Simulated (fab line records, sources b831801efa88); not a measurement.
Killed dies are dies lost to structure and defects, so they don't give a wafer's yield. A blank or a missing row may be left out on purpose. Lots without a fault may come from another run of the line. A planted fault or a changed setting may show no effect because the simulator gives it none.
Chamber matching | flow sky130 | SKY_CONTACT_ETCH_16 on rie_diel-02: 4 sister chambers
The step etches BARC in N2/H2, stops on SiO2, time 45.9 s, target depth 60 nm. 8 wafers are shown with their chamber, then 8 later ones without.

WAFERS WITH THEIR CHAMBER
wafer  | chamber | drypump_motor_current_A (A) | throttle_valve_pct (%)
L370.6 | 0       | 6.2                         | 13.241
L372.1 | 2       | 4.9                         | 13.223
L371.4 | 0       | 6.2                         | 13.241
L371.6 | 1       | 6.7                         | 13.225
L374.1 | 3       | 6.3                         | 13.201
L374.5 | 1       | 6.7                         | 13.233
L374.6 | 2       | 4.9                         | 13.232
L376.3 | 3       | 6.4                         | 13.235

WAFERS WITHOUT THEIR CHAMBER
wafer  | drypump_motor_current_A (A) | throttle_valve_pct (%)
L376.4 | 6.2                         | 13.224
L376.6 | 4.9                         | 13.220
L380.2 | 4.9                         | 13.221
L380.5 | 4.9                         | 13.229
L380.6 | 6.8                         | 13.225
L382.1 | 4.9                         | 13.209
L382.3 | 6.3                         | 13.225
L382.6 | 6.2                         | 13.233

WHICH CHAMBER EACH WENT THROUGH
wafer  | from the rows above     | in truth
L376.4 | 0                       | 0
L376.6 | 2                       | 2
L380.2 | 2                       | 2
L380.5 | 2                       | 2
L380.6 | 1                       | 1
L382.1 | 2                       | 2
L382.3 | can't be placed: 3 or 0 | 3
L382.6 | 0                       | 0
Placed correctly: 7 of 8. Can't be placed from these rows: 1 (the true chamber is among the candidates in 1). Placed wrongly: 0.
How it was worked out, from the rows above alone: a wafer's distance from a chamber is the root of the sum, over the readings, of the square of ((its reading less the chamber's mean) divided by the reading's scatter). The wafer belongs to the nearest chamber; if the next one is less than 2 further off, it can't be placed. A chamber's mean is the mean of its shown wafers. The scatter: the root of (the sum of the squares of (reading less its chamber's mean) over the shown wafers, divided by (wafers less chambers)).
